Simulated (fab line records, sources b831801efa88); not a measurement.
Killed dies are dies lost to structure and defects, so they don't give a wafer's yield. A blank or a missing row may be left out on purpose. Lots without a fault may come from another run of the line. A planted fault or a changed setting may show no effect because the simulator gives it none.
Chamber matching | flow sky130 | SKY_VIA1_CMP_24 on cmp-01: 4 sister chambers
The step polishes, stops on SiO2, t overpolish 15 s, target thk 0 nm. 8 wafers are shown with their chamber, then 7 later ones without.

WAFERS WITH THEIR CHAMBER
wafer  | chamber | motor_current_A (A) | edge_zone_pressure_frac
L652.3 | 1       | 11.9                | 1.002
L652.4 | 2       | 11.0                | 0.998
L653.1 | 0       | 11.1                | 1.002
L653.5 | 3       | 11.3                | 1.000
L653.6 | 0       | 10.9                | 1.004
L654.1 | 2       | 11.1                | 1.005
L654.4 | 1       | 11.8                | 1.003
L654.6 | 3       | 11.2                | 0.998

WAFERS WITHOUT THEIR CHAMBER
wafer  | motor_current_A (A) | edge_zone_pressure_frac
L657.3 | 10.8                | 1.008
L657.5 | 11.5                | 1.002
L657.6 | 11.6                | 1.002
L663.4 | 11.3                | 1.002
L663.5 | 11.2                | 0.990
L663.6 | 11.3                | 0.998
L666.4 | 11.5                | 1.002

WHICH CHAMBER EACH WENT THROUGH
wafer  | from the rows above          | in truth
L657.3 | can't be placed: 0 or 2      | 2
L657.5 | can't be placed: 3 or 1 or 2 | 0
L657.6 | can't be placed: 1 or 3      | 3
L663.4 | can't be placed: 3 or 2 or 0 | 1
L663.5 | can't be placed: 3 or 2 or 0 | 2
L663.6 | 3                            | 3
L666.4 | can't be placed: 3 or 1 or 2 | 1
Placed correctly: 1 of 7. Can't be placed from these rows: 6 (the true chamber is among the candidates in 4). Placed wrongly: 0.
How it was worked out, from the rows above alone: a wafer's distance from a chamber is the root of the sum, over the readings, of the square of ((its reading less the chamber's mean) divided by the reading's scatter). The wafer belongs to the nearest chamber; if the next one is less than 2 further off, it can't be placed. A chamber's mean is the mean of its shown wafers. The scatter: the root of (the sum of the squares of (reading less its chamber's mean) over the shown wafers, divided by (wafers less chambers)).
